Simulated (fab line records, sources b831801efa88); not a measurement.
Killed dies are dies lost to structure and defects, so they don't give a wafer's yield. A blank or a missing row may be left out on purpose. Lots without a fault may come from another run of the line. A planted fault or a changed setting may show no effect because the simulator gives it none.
Which tool did it? | flow sky130 | 15 lots, 45 wafers sampled, at 4 steps of a route of 708

WHAT THE GAUGES READ, wafer by wafer
SKY_FIELD_ISO_THK_MEAS_04.
lot  | measured    | on            | FIELD_ISO_CVD_03_THK (nm)
L949 | day 1 17:03 | film_metro-03 | 162.4 163.5 164.0
L950 | day 1 21:23 | film_metro-03 | 164.6 163.9 164.2
L951 | day 2 01:26 | film_metro-03 | 164.4 164.3 164.7
L954 | day 2 15:05 | film_metro-03 | 164.2 166.0 165.5
L955 | day 2 20:52 | film_metro-03 | 164.0 164.3 165.1
L956 | day 3 01:41 | film_metro-02 | 165.3 164.6 165.5
L957 | day 3 07:07 | film_metro-03 | 163.7 163.0 163.7
L958 | day 3 11:16 | film_metro-03 | 164.2 164.4 166.1
L959 | day 3 17:35 | film_metro-02 | 164.1 162.7 160.9
L960 | day 3 20:31 | film_metro-02 | 162.6 163.0 162.3
L962 | day 4 08:58 | film_metro-02 | 166.0 166.0 165.2
L963 | day 4 11:30 | film_metro-03 | 161.3 162.2 161.2
L964 | day 4 17:35 | film_metro-02 | 164.2 164.1 162.1
L965 | day 4 23:10 | film_metro-02 | 165.7 165.3 165.0
L972 | day 6 10:13 | film_metro-02 | 163.9 163.4 163.1

SKY_NWELL_THK_MEAS_02.
lot  | measured    | on            | NWELL_OXIDATION_THK (nm)
L949 | day 2 18:19 | film_metro-02 | 10.35 10.28 10.27
L950 | day 2 20:50 | film_metro-02 | 9.89 9.88 9.86
L951 | day 3 01:14 | film_metro-02 | 10.20 10.19 10.31
L954 | day 3 15:10 | film_metro-02 | 10.19 10.33 10.13
L955 | day 3 18:42 | film_metro-01 | 10.14 10.10 10.16
L956 | day 4 01:18 | film_metro-02 | 9.97 9.90 10.01
L957 | day 4 07:25 | film_metro-01 | 10.14 10.02 10.05
L958 | day 4 12:07 | film_metro-02 | 9.86 9.88 9.84
L959 | day 4 18:24 | film_metro-01 | 9.78 9.85 10.12
L960 | day 4 22:30 | film_metro-01 | 9.72 9.72 9.97
L962 | day 5 08:12 | film_metro-02 | 9.96 10.06 9.98
L963 | day 5 12:37 | film_metro-01 | 9.80 9.91 9.84
L964 | day 5 18:26 | film_metro-01 | 9.57 9.83 9.62
L965 | day 5 22:47 | film_metro-02 | 10.08 10.44 10.20
L972 | day 7 12:03 | film_metro-02 | 10.04 9.92 9.98

SKY_GATE_OXIDE_THK_MEAS_02.
lot  | measured     | on            | GATE_OXIDE_OXIDATION_00_THK (nm)
L949 | day 13 00:32 | film_metro-04 | 10.58 10.30 10.50
L950 | day 13 07:19 | film_metro-02 | 9.87 9.98 9.84
L951 | day 13 10:26 | film_metro-02 | 10.05 10.05 10.04
L954 | day 14 11:31 | film_metro-01 | 10.23 10.17 10.15
L955 | day 14 18:45 | film_metro-04 | 10.24 10.45 10.39
L956 | day 15 05:06 | film_metro-01 | 10.02 10.05 9.94
L957 | day 15 11:50 | film_metro-01 | 10.42 10.43 10.54
L958 | day 15 21:19 | film_metro-02 | 9.91 9.97 10.09
L959 | day 16 05:35 | film_metro-02 | 10.44 10.28 10.34
L960 | day 16 14:08 | film_metro-02 | 10.79 10.63 10.88
L962 | day 17 06:23 | film_metro-02 | 10.04 10.00 10.23
L963 | day 17 09:19 | film_metro-02 | 10.23 10.16 10.13
L964 | day 17 19:55 | film_metro-02 | 10.34 10.42 10.28
L965 | day 18 08:04 | film_metro-04 | 10.15 10.33 10.36
L972 | day 21 20:14 | film_metro-04 | 10.37 10.43 10.27

WHICH TOOL RAN EACH LOT (tool, then ch and the chambers of the sampled wafers, then the start)
lot  | SKY_VT_ADJUST_NCORE_EXPOSE_04
L949 | iline_stepper-01 ch 0, day 8 09:46
L950 | iline_stepper-01 ch 0, day 8 12:24
L951 | iline_stepper-01 ch 0, day 8 17:18
L954 | iline_stepper-02 ch 0, day 9 12:56
L955 | iline_stepper-02 ch 0, day 9 20:26
L956 | iline_stepper-02 ch 0, day 10 03:26
L957 | iline_stepper-01 ch 0, day 10 12:23
L958 | iline_stepper-01 ch 0, day 10 18:41
L959 | iline_stepper-01 ch 0, day 11 02:43
L960 | iline_stepper-02 ch 0, day 11 08:55
L962 | iline_stepper-02 ch 0, day 11 22:53
L963 | iline_stepper-02, day 12 03:46
L964 | iline_stepper-01, day 12 12:24
L965 | iline_stepper-01, day 12 17:45
L972 | iline_stepper-02 ch 0, day 15 22:50
- SKY_VT_ADJUST_NCORE_EXPOSE_04: exposes mask LVTN COMPLEMENT THIN, target cd 380 nm.

WHAT THE TOOLS THEMSELVES READ (means of the sampled wafers that have a number; where no wafer has one, the mark that the record gives instead)
SKY_VT_ADJUST_NCORE_EXPOSE_04.
lot  | tool             | exposure_dose_mJ_cm2 | focus_offset_nm (nm)
L949 | iline_stepper-01 | 138.1                | 0.2
L950 | iline_stepper-01 | 138.0                | -0.2
L951 | iline_stepper-01 | 138.2                | -0.3
L954 | iline_stepper-02 | 139.4                | -0.2
L955 | iline_stepper-02 | 139.6                | 0.0
L956 | iline_stepper-02 | 139.6                | -0.2
L957 | iline_stepper-01 | 138.2                | 0.2
L958 | iline_stepper-01 | 138.1                | 0.6
L959 | iline_stepper-01 | 138.1                | -0.2
L960 | iline_stepper-02 | 139.5                | 0.6
L962 | iline_stepper-02 | 139.5                | -0.2
L963 | iline_stepper-02 | -                    | -
L964 | iline_stepper-01 | -                    | -
L965 | iline_stepper-01 | -                    | -
L972 | iline_stepper-02 | 139.4                | -0.5

THE ANSWER, worked out from the rows above alone
Rule: what is usual is taken from the lots themselves. Put in order of their means at a reading, lots are off if they are a third of the lots or fewer, leave a main group of 4 or more, and stand apart from it by a gap of 3 or more times the standard deviation of the main group's means; of several such gaps the widest counts. A main group whose means are all the same, to the digits that the tables above print for the reading, isn't used. A lot without any number at a reading at which 4 lots or more have one is off too. The other lots that the step has rows for count as sound. The gauges are gone through in route order, then the tools' own readings, and for those a lot's mean is taken as printed above. The first step at which some lot is off is used, and at that step the reading that is off furthest; a lot without a number counts as furthest.
Off: L963, L964, L965, at SKY_VT_ADJUST_NCORE_EXPOSE_04 (exposure_dose_mJ_cm2). Without a number there: L963, L964, L965. The main group: mean 138.8, standard deviation 0.7.
A tool fits if, at that step or a process step before it, it ran every lot that is off, and no sound lot after the first of them. None of those tried fits.

WHAT THE SIMULATOR HAD PUT IN
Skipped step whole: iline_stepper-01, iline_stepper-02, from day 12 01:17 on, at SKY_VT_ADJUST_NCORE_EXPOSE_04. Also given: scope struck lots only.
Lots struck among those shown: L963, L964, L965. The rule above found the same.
